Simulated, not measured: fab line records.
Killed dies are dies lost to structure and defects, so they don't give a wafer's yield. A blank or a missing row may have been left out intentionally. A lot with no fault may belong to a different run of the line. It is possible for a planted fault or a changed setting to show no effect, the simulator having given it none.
Matching of chambers	flow sfq_line	SFQ_TRILAYER_I0_VIA_ETCH_VIA_ETCH_034 on rie_diel-01 has 4 sister chambers
The step etches SiO2 in CHF3, stops on Nb, target depth 260 nm. 4 wafers are shown with their chamber, then 6 later ones without.

## WAFERS WITH THEIR CHAMBER
wafer	chamber	drypump_motor_current_A (A)
L747.4	3	5.8
L747.6	1	6.3
L750.3	0	6.3
L750.4	2	5.6

## WAFERS WITH NO CHAMBER GIVEN
wafer	drypump_motor_current_A (A)
L750.6	5.6
L752.1	6.2
L752.2	6.3
L752.3	5.8
L758.2	5.8
L758.3	6.3

## WHICH CHAMBER EACH WENT THROUGH
wafer	from the rows above	in truth
L750.6	2	2
L752.1	can't be placed: 0 or 1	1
L752.2	can't be placed: 0 or 1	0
L752.3	3	3
L758.2	3	3
L758.3	can't be placed: 0 or 1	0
Correct placement for 3 of the 6. From these rows, 3 cannot be placed; in 3 the true chamber is one of the candidates. 0 placed wrongly.
How it was worked out, from the rows above alone: a wafer's distance from a chamber is the root of the sum, over the readings, of the square of ((its reading less the chamber's mean) divided by the reading's scatter). The wafer belongs to the nearest chamber; if the next one is less than 2 further off, it can't be placed. Each chamber's mean is taken over the wafers shown for it. The scatter: root of mean squared gap, hidden wafer to nearest shown wafer, with one shown wafer a chamber.
